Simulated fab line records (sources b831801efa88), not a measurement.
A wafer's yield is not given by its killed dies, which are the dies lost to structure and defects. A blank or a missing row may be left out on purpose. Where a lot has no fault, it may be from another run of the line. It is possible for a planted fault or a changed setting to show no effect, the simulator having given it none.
fab line records / flow gf180mcu / part 2 of 2: steps 25 to 33 of 33
record: lots: 5 wafers: 15 last-day: 34
route steps=602 shown V4@497 MIM@503 M5@526
lots with no fault: from the same line, run without faults
start-h: the number of hours between the record's first day and the start of the first shown wafer of the lot / wait-h: time in hours since the lot's previous step / " repeats the value in the row above / L1.1+2: a single row standing in for several wafers / - no value present, or no start provided / * or withheld: withheld / < > ~ a bound
route shown NAME@n: a module of which the file shows steps, and the number in the route of the first / usual: mean and standard deviation over wafers with no fault / same: alike in all rows / chamber/n: place in a boat / sites: readings site by site / _std_site: standard deviation of those values / _edge_site: the outer-site mean with the inner-site mean subtracted / radius-mm: for every site, how far away it sits from the centre of the wafer / mask NAME#n: copy n / behind: tool/chamber where the wafer was last shaped / hold: the reason the lot was held/the length of the hold in hours/how it ended / device: the n, p or np transistor that did not switch / end of line: at the end of the route, the tests of the same wafers / step lacking rows: just its recipe / killed: count of dies lost to structure and defects at first sort (not the wafer's yield) / map: a wafer's dies, marking killed ones x, the rest . and places with no die _
set.NAME: the run value of the setting; set.NAME@STEP: its run value at that earlier step / model.NAME: the simulator's own value behind a step, which no gauge read
a table for each step, a row for each wafer; lots at some steps of the route
services: from which hour (start-h, from the record's first day; less than 0 if before it) a tool's chamber was out of use, for how many hours, and why
== steps ==
step: GF_MIM_DEVELOP_18
recipe: develop-time-s: 60 dev-temp-c: 23
lot.wafer=L076.2+3+4 tool=litho-track-04 chamber=0 start-h=597.12 wait-h=0.1
lot.wafer=L078.2+3+4 tool=litho-track-04 chamber=0 start-h=616.87 wait-h=0.1
lot.wafer=L083.1+4+5 tool=litho-track-04 chamber=0 start-h=656.84 wait-h=0.1
lot.wafer=L088.4+5+6 tool=litho-track-03 chamber=0 start-h=689.03 wait-h=0.1
lot.wafer=L096.1+4+5 tool=litho-track-03 chamber=0 start-h=739.66 wait-h=0.1
step: GF_MIM_METAL_ETCH_19
recipe: chemistry: Cl2/BCl3 mask-material: NOVOLAK stop-on: Si3N4 target-depth-nm: 324.5 pressure-mtorr: 8 icp-w: 789.5 bias-w: 140 Cl2_flow_sccm: 80 bcl3-flow-sccm: 40 time-s: 54.1
usual: drypump-motor-current-A: 6.0/0.41 oes-product-au: 0.943/0.0069 rf-fwd-power-W: 781.8/2.5 throttle-valve-pct: 28.283/0.011
same: time-s: 54.1
lot.wafer=L076.2 tool=rie-metal-03 chamber=1 start-h=597.24 wait-h=0.1 drypump-motor-current-A=6.7 oes-product-au=0.940 rf-fwd-power-W=781.5 rf-hours-counter-h=10 throttle-valve-pct=28.287
lot.wafer=L076.3 tool=rie-metal-03 chamber=1 start-h=597.24 wait-h=0.1 drypump-motor-current-A=6.6 oes-product-au=0.945 rf-fwd-power-W=779.5 rf-hours-counter-h=- throttle-valve-pct=28.283
lot.wafer=L076.4 tool=rie-metal-03 chamber=0 start-h=597.24 wait-h=0.1 drypump-motor-current-A=6.1 oes-product-au=0.956 rf-fwd-power-W=782.8 rf-hours-counter-h=- throttle-valve-pct=28.270
lot.wafer=L078.2 tool=rie-metal-03 chamber=1 start-h=616.99 wait-h=0.1 drypump-motor-current-A=6.7 oes-product-au=0.951 rf-fwd-power-W=778.3 rf-hours-counter-h=11 throttle-valve-pct=28.268
lot.wafer=L078.3 tool=rie-metal-03 chamber=0 start-h=616.99 wait-h=0.1 drypump-motor-current-A=6.1 oes-product-au=0.947 rf-fwd-power-W=780.7 rf-hours-counter-h=- throttle-valve-pct=28.270
lot.wafer=L078.4 tool=rie-metal-03 chamber=1 start-h=616.99 wait-h=0.1 drypump-motor-current-A=6.7 oes-product-au=0.953 rf-fwd-power-W=780.0 rf-hours-counter-h=- throttle-valve-pct=28.268
lot.wafer=L083.1 tool=rie-metal-02 chamber=1 start-h=656.99 wait-h=0.1 drypump-motor-current-A=6.2 oes-product-au=0.942 rf-fwd-power-W=784.1 rf-hours-counter-h=4 throttle-valve-pct=28.293
lot.wafer=L083.4 tool=rie-metal-02 chamber=0 start-h=656.99 wait-h=0.1 drypump-motor-current-A=5.4 oes-product-au=0.954 rf-fwd-power-W=784.1 rf-hours-counter-h=- throttle-valve-pct=28.283
lot.wafer=L083.5 tool=rie-metal-02 chamber=0 start-h=656.99 wait-h=0.1 drypump-motor-current-A=5.4 oes-product-au=0.952 rf-fwd-power-W=784.3 rf-hours-counter-h=- throttle-valve-pct=28.280
lot.wafer=L088.4 tool=rie-metal-03 chamber=0 start-h=689.13 wait-h=0.1 drypump-motor-current-A=6.1 oes-product-au=0.931 rf-fwd-power-W=782.9 rf-hours-counter-h=- throttle-valve-pct=28.281
lot.wafer=L088.5 tool=rie-metal-03 chamber=1 start-h=689.13 wait-h=0.1 drypump-motor-current-A=6.7 oes-product-au=0.940 rf-fwd-power-W=781.3 rf-hours-counter-h=- throttle-valve-pct=28.300
lot.wafer=L088.6 tool=rie-metal-03 chamber=0 start-h=689.13 wait-h=0.1 drypump-motor-current-A=6.1 oes-product-au=0.942 rf-fwd-power-W=784.0 rf-hours-counter-h=- throttle-valve-pct=28.275
lot.wafer=L096.1 tool=rie-metal-03 chamber=0 start-h=739.81 wait-h=0.1 drypump-motor-current-A=6.1 oes-product-au=0.943 rf-fwd-power-W=781.8 rf-hours-counter-h=7 throttle-valve-pct=28.277
lot.wafer=L096.4 tool=rie-metal-03 chamber=1 start-h=739.81 wait-h=0.1 drypump-motor-current-A=6.7 oes-product-au=0.948 rf-fwd-power-W=780.8 rf-hours-counter-h=- throttle-valve-pct=28.280
lot.wafer=L096.5 tool=rie-metal-03 chamber=0 start-h=739.81 wait-h=0.1 drypump-motor-current-A=6.1 oes-product-au=0.936 rf-fwd-power-W=786.0 rf-hours-counter-h=- throttle-valve-pct=28.286
step: GF_MIM_STRIP_20
recipe: chemistry: O2/N2 power-w: 1400 pressure-mtorr: 1500 platen-temp-c: 250 o2-flow-sccm: 3000 n2-flow-sccm: 300 overash-fraction: 0.5
usual: drypump-motor-current-A: 5.7/0.57 heater-power-w: 337/44 oes-product-au: 0.693/0.0047 strip-time-to-endpoint-s: 11.24/0.042
lot.wafer=L076.2 tool=plasma-asher-04 chamber=1 start-h=597.31 wait-h=0.0 drypump-motor-current-A=6.4 heater-power-w=350 oes-product-au=0.702 rf-hours-counter-h=82 strip-time-to-endpoint-s=11.32
lot.wafer=L076.3 tool=plasma-asher-04 chamber=0 start-h=597.31 wait-h=0.0 drypump-motor-current-A=4.8 heater-power-w=340 oes-product-au=0.698 rf-hours-counter-h=- strip-time-to-endpoint-s=11.34
lot.wafer=L076.4 tool=plasma-asher-04 chamber=1 start-h=597.31 wait-h=0.0 drypump-motor-current-A=6.4 heater-power-w=351 oes-product-au=0.694 rf-hours-counter-h=- strip-time-to-endpoint-s=11.34
lot.wafer=L078.2 tool=plasma-asher-02 chamber=0 start-h=617.06 wait-h=0.0 drypump-motor-current-A=6.2 heater-power-w=283 oes-product-au=0.695 rf-hours-counter-h=51 strip-time-to-endpoint-s=11.33
lot.wafer=L078.3 tool=plasma-asher-02 chamber=1 start-h=617.06 wait-h=0.0 drypump-motor-current-A=5.2 heater-power-w=384 oes-product-au=0.700 rf-hours-counter-h=- strip-time-to-endpoint-s=11.29
lot.wafer=L078.4 tool=plasma-asher-02 chamber=0 start-h=617.06 wait-h=0.0 drypump-motor-current-A=6.2 heater-power-w=275 oes-product-au=0.691 rf-hours-counter-h=- strip-time-to-endpoint-s=11.28
lot.wafer=L083.1 tool=plasma-asher-04 chamber=0 start-h=657.06 wait-h=0.0 drypump-motor-current-A=4.8 heater-power-w=348 oes-product-au=0.685 rf-hours-counter-h=88 strip-time-to-endpoint-s=11.22
lot.wafer=L083.4 tool=plasma-asher-04 chamber=1 start-h=657.06 wait-h=0.0 drypump-motor-current-A=6.4 heater-power-w=354 oes-product-au=0.694 rf-hours-counter-h=- strip-time-to-endpoint-s=11.19
lot.wafer=L083.5 tool=plasma-asher-04 chamber=0 start-h=657.06 wait-h=0.0 drypump-motor-current-A=4.7 heater-power-w=340 oes-product-au=0.695 rf-hours-counter-h=- strip-time-to-endpoint-s=11.21
lot.wafer=L088.4 tool=plasma-asher-01 chamber=0 start-h=689.21 wait-h=0.1 drypump-motor-current-A=5.7 heater-power-w=345 oes-product-au=0.697 rf-hours-counter-h=- strip-time-to-endpoint-s=11.25
lot.wafer=L088.5 tool=plasma-asher-01 chamber=1 start-h=689.21 wait-h=0.1 drypump-motor-current-A=5.5 heater-power-w=308 oes-product-au=0.689 rf-hours-counter-h=- strip-time-to-endpoint-s=11.25
lot.wafer=L088.6 tool=plasma-asher-01 chamber=0 start-h=689.21 wait-h=0.1 drypump-motor-current-A=5.8 heater-power-w=339 oes-product-au=0.692 rf-hours-counter-h=- strip-time-to-endpoint-s=11.27
lot.wafer=L096.1 tool=plasma-asher-02 chamber=1 start-h=739.88 wait-h=0.0 drypump-motor-current-A=5.2 heater-power-w=396 oes-product-au=0.703 rf-hours-counter-h=64 strip-time-to-endpoint-s=11.27
lot.wafer=L096.4 tool=plasma-asher-02 chamber=0 start-h=739.88 wait-h=0.0 drypump-motor-current-A=6.2 heater-power-w=274 oes-product-au=0.694 rf-hours-counter-h=- strip-time-to-endpoint-s=11.30
lot.wafer=L096.5 tool=plasma-asher-02 chamber=1 start-h=739.88 wait-h=0.0 drypump-motor-current-A=5.2 heater-power-w=392 oes-product-au=0.702 rf-hours-counter-h=- strip-time-to-endpoint-s=11.33
step: GF_MIM_STRIP_21
recipe: chemistry: post-etch-residue-remover time-s: 1200 temp-c: 72.5
usual: bath-guard-temp-C: 72.5/0.57 temp-c: 72.49/0.12
same: time-s: 1200
lot.wafer=L076.2 tool=wet-bench-01 chamber=0 start-h=597.41 wait-h=0.1 bath-guard-temp-C=72.8 temp-c=72.52
lot.wafer=L076.3 tool=wet-bench-01 chamber=0 start-h=597.41 wait-h=0.1 bath-guard-temp-C=73.1 temp-c=72.50
lot.wafer=L076.4 tool=wet-bench-01 chamber=0 start-h=597.41 wait-h=0.1 bath-guard-temp-C=72.8 temp-c=72.38
lot.wafer=L078.2 tool=wet-bench-03 chamber=3 start-h=617.16 wait-h=0.1 bath-guard-temp-C=73.0 temp-c=72.37
lot.wafer=L078.3 tool=wet-bench-03 chamber=3 start-h=617.16 wait-h=0.1 bath-guard-temp-C=73.0 temp-c=72.42
lot.wafer=L078.4 tool=wet-bench-03 chamber=3 start-h=617.16 wait-h=0.1 bath-guard-temp-C=72.8 temp-c=72.42
lot.wafer=L083.1 tool=wet-bench-03 chamber=3 start-h=657.16 wait-h=0.1 bath-guard-temp-C=72.9 temp-c=72.75
lot.wafer=L083.4 tool=wet-bench-03 chamber=3 start-h=657.16 wait-h=0.1 bath-guard-temp-C=72.8 temp-c=72.60
lot.wafer=L083.5 tool=wet-bench-03 chamber=3 start-h=657.16 wait-h=0.1 bath-guard-temp-C=72.8 temp-c=72.72
lot.wafer=L088.4 tool=wet-bench-01 chamber=2 start-h=689.28 wait-h=0.0 bath-guard-temp-C=71.4 temp-c=72.51
lot.wafer=L088.5 tool=wet-bench-01 chamber=2 start-h=689.28 wait-h=0.0 bath-guard-temp-C=71.2 temp-c=72.66
lot.wafer=L088.6 tool=wet-bench-01 chamber=2 start-h=689.28 wait-h=0.0 bath-guard-temp-C=71.2 temp-c=72.63
lot.wafer=L096.1 tool=wet-bench-03 chamber=2 start-h=739.98 wait-h=0.1 bath-guard-temp-C=73.5 temp-c=72.45
lot.wafer=L096.4 tool=wet-bench-03 chamber=2 start-h=739.98 wait-h=0.1 bath-guard-temp-C=73.4 temp-c=72.45
lot.wafer=L096.5 tool=wet-bench-03 chamber=2 start-h=739.98 wait-h=0.1 bath-guard-temp-C=73.5 temp-c=72.49
step: GF_MIM_CLEAN_22
recipe: chemistry: DIW dry: n2-spin
lot.wafer=L076.2+3+4 tool=wet-bench-03 chamber=0 start-h=597.76 wait-h=0.0
lot.wafer=L078.2+3+4 tool=wet-bench-01 chamber=1 start-h=617.51 wait-h=0.0
lot.wafer=L083.1+4+5 tool=wet-bench-04 chamber=1 start-h=657.50 wait-h=0.0
lot.wafer=L088.4+5+6 tool=wet-bench-03 chamber=0 start-h=689.62 wait-h=0.0
lot.wafer=L096.1+4+5 tool=wet-bench-04 chamber=3 start-h=740.32 wait-h=0.0
step: GF_M5_DEHYDRATE_00
recipe: temp-c: 200 time-s: 60
usual: plate-temp-C: 199.98/0.17
same: time-s: 60
lot.wafer=L076.2 tool=litho-track-03 chamber=0 start-h=607.68 wait-h=9.8 plate-temp-C=199.69
lot.wafer=L076.3 tool=litho-track-03 chamber=0 start-h=607.68 wait-h=9.8 plate-temp-C=199.99
lot.wafer=L076.4 tool=litho-track-03 chamber=0 start-h=607.68 wait-h=9.8 plate-temp-C=199.70
lot.wafer=L078.2 tool=litho-track-02 chamber=0 start-h=627.02 wait-h=9.4 plate-temp-C=200.11
lot.wafer=L078.3 tool=litho-track-02 chamber=0 start-h=627.02 wait-h=9.4 plate-temp-C=199.80
lot.wafer=L078.4 tool=litho-track-02 chamber=0 start-h=627.02 wait-h=9.4 plate-temp-C=199.70
lot.wafer=L083.1 tool=litho-track-03 chamber=0 start-h=667.11 wait-h=9.5 plate-temp-C=199.86
lot.wafer=L083.4 tool=litho-track-03 chamber=0 start-h=667.11 wait-h=9.5 plate-temp-C=199.86
lot.wafer=L083.5 tool=litho-track-03 chamber=0 start-h=667.11 wait-h=9.5 plate-temp-C=199.89
lot.wafer=L088.4 tool=litho-track-01 chamber=0 start-h=698.08 wait-h=8.4 plate-temp-C=199.80
lot.wafer=L088.5 tool=litho-track-01 chamber=0 start-h=698.08 wait-h=8.4 plate-temp-C=199.97
lot.wafer=L088.6 tool=litho-track-01 chamber=0 start-h=698.08 wait-h=8.4 plate-temp-C=199.59
lot.wafer=L096.1 tool=litho-track-02 chamber=0 start-h=748.30 wait-h=7.9 plate-temp-C=200.14
lot.wafer=L096.4 tool=litho-track-02 chamber=0 start-h=748.30 wait-h=7.9 plate-temp-C=200.17
lot.wafer=L096.5 tool=litho-track-02 chamber=0 start-h=748.30 wait-h=7.9 plate-temp-C=199.99
step: GF_M5_HMDS_01
recipe: prime-time-s: 60 prime-temp-c: 120
usual: prime-temp-c: 120.00/0.14
lot.wafer=L076.2 tool=litho-track-03 chamber=0 start-h=607.83 wait-h=0.1 prime-temp-c=119.84
lot.wafer=L076.3 tool=litho-track-03 chamber=0 start-h=607.83 wait-h=0.1 prime-temp-c=119.99
lot.wafer=L076.4 tool=litho-track-03 chamber=0 start-h=607.83 wait-h=0.1 prime-temp-c=119.87
lot.wafer=L078.2 tool=litho-track-02 chamber=0 start-h=627.17 wait-h=0.1 prime-temp-c=120.18
lot.wafer=L078.3 tool=litho-track-02 chamber=0 start-h=627.17 wait-h=0.1 prime-temp-c=120.14
lot.wafer=L078.4 tool=litho-track-02 chamber=0 start-h=627.17 wait-h=0.1 prime-temp-c=120.29
lot.wafer=L083.1 tool=litho-track-03 chamber=0 start-h=667.26 wait-h=0.1 prime-temp-c=119.88
lot.wafer=L083.4 tool=litho-track-03 chamber=0 start-h=667.26 wait-h=0.1 prime-temp-c=120.00
lot.wafer=L083.5 tool=litho-track-03 chamber=0 start-h=667.26 wait-h=0.1 prime-temp-c=119.91
lot.wafer=L088.4 tool=litho-track-01 chamber=0 start-h=698.23 wait-h=0.1 prime-temp-c=120.00
lot.wafer=L088.5 tool=litho-track-01 chamber=0 start-h=698.23 wait-h=0.1 prime-temp-c=120.06
lot.wafer=L088.6 tool=litho-track-01 chamber=0 start-h=698.23 wait-h=0.1 prime-temp-c=119.96
lot.wafer=L096.1 tool=litho-track-02 chamber=0 start-h=748.45 wait-h=0.1 prime-temp-c=119.78
lot.wafer=L096.4 tool=litho-track-02 chamber=0 start-h=748.45 wait-h=0.1 prime-temp-c=120.07
lot.wafer=L096.5 tool=litho-track-02 chamber=0 start-h=748.45 wait-h=0.1 prime-temp-c=119.94
step: GF_M5_COAT_02
recipe: resist: KrF spin-rpm: withheld resist-thk-nm: 1000
lot.wafer=L076.2+3+4 tool=litho-track-03 chamber=0 start-h=607.98 wait-h=0.1
lot.wafer=L078.2+3+4 tool=litho-track-02 chamber=0 start-h=627.32 wait-h=0.1
lot.wafer=L083.1+4+5 tool=litho-track-03 chamber=0 start-h=667.41 wait-h=0.1
lot.wafer=L088.4+5+6 tool=litho-track-01 chamber=0 start-h=698.38 wait-h=0.1
lot.wafer=L096.1+4+5 tool=litho-track-02 chamber=0 start-h=748.60 wait-h=0.1
step: GF_M5_SOFTBAKE_03
recipe: temp-c: 130 time-s: 60 resist: KrF
usual: plate-temp-C: 130.00/0.13
same: time-s: 60
lot.wafer=L076.2 tool=litho-track-03 chamber=0 start-h=608.13 wait-h=0.1 plate-temp-C=129.99
lot.wafer=L076.3 tool=litho-track-03 chamber=0 start-h=608.13 wait-h=0.1 plate-temp-C=129.86
lot.wafer=L076.4 tool=litho-track-03 chamber=0 start-h=608.13 wait-h=0.1 plate-temp-C=130.02
lot.wafer=L078.2 tool=litho-track-02 chamber=0 start-h=627.47 wait-h=0.1 plate-temp-C=130.24
lot.wafer=L078.3 tool=litho-track-02 chamber=0 start-h=627.47 wait-h=0.1 plate-temp-C=129.99
lot.wafer=L078.4 tool=litho-track-02 chamber=0 start-h=627.47 wait-h=0.1 plate-temp-C=130.16
lot.wafer=L083.1 tool=litho-track-03 chamber=0 start-h=667.56 wait-h=0.1 plate-temp-C=130.10
lot.wafer=L083.4 tool=litho-track-03 chamber=0 start-h=667.56 wait-h=0.1 plate-temp-C=129.93
lot.wafer=L083.5 tool=litho-track-03 chamber=0 start-h=667.56 wait-h=0.1 plate-temp-C=130.07
lot.wafer=L088.4 tool=litho-track-01 chamber=0 start-h=698.53 wait-h=0.1 plate-temp-C=129.74
lot.wafer=L088.5 tool=litho-track-01 chamber=0 start-h=698.53 wait-h=0.1 plate-temp-C=129.94
lot.wafer=L088.6 tool=litho-track-01 chamber=0 start-h=698.53 wait-h=0.1 plate-temp-C=129.91
lot.wafer=L096.1 tool=litho-track-02 chamber=0 start-h=748.75 wait-h=0.1 plate-temp-C=130.05
lot.wafer=L096.4 tool=litho-track-02 chamber=0 start-h=748.75 wait-h=0.1 plate-temp-C=130.33
lot.wafer=L096.5 tool=litho-track-02 chamber=0 start-h=748.75 wait-h=0.1 plate-temp-C=130.17
== services ==
tool=pecvd-01 chamber=- start-h=553.13 hours=6.0 kind=pm
tool=cmp-02 chamber=- start-h=572.00 hours=4.0 kind=pm
tool=cmp-01 chamber=- start-h=576.19 hours=0.4 kind=repair
tool=pecvd-01 chamber=- start-h=591.12 hours=14.0 kind=pm
tool=cmp-01 chamber=- start-h=600.94 hours=1.0 kind=repair
tool=cmp-02 chamber=- start-h=603.11 hours=4.0 kind=pm
tool=pecvd-04 chamber=- start-h=605.01 hours=5.5 kind=pm
tool=pvd-sputter-02 chamber=- start-h=611.47 hours=2.0 kind=repair
tool=cmp-02 chamber=- start-h=619.69 hours=4.6 kind=pm
tool=iline-stepper-01 chamber=- start-h=623.41 hours=1.7 kind=pm
tool=plasma-asher-02 chamber=- start-h=627.27 hours=12.7 kind=repair
tool=pvd-sputter-03 chamber=- start-h=638.29 hours=14.1 kind=repair
tool=plasma-asher-04 chamber=- start-h=644.00 hours=4.8 kind=repair
tool=pvd-sputter-02 chamber=- start-h=664.30 hours=22.7 kind=repair
tool=cvd-w-01 chamber=1 start-h=671.35 hours=11.3 kind=repair
tool=pecvd-04 chamber=- start-h=691.36 hours=2.8 kind=repair
tool=cmp-01 chamber=- start-h=698.23 hours=0.8 kind=repair
tool=cmp-01 chamber=- start-h=706.90 hours=6.9 kind=pm
tool=pecvd-01 chamber=1 start-h=707.64 hours=13.8 kind=repair
tool=cmp-01 chamber=- start-h=719.98 hours=5.0 kind=repair
tool=pvd-sputter-04 chamber=- start-h=725.21 hours=2.5 kind=repair
tool=rie-metal-03 chamber=0 start-h=726.80 hours=6.0 kind=repair
tool=rie-metal-03 chamber=- start-h=735.32 hours=2.8 kind=pm
tool=cvd-w-01 chamber=- start-h=744.00 hours=0.9 kind=repair
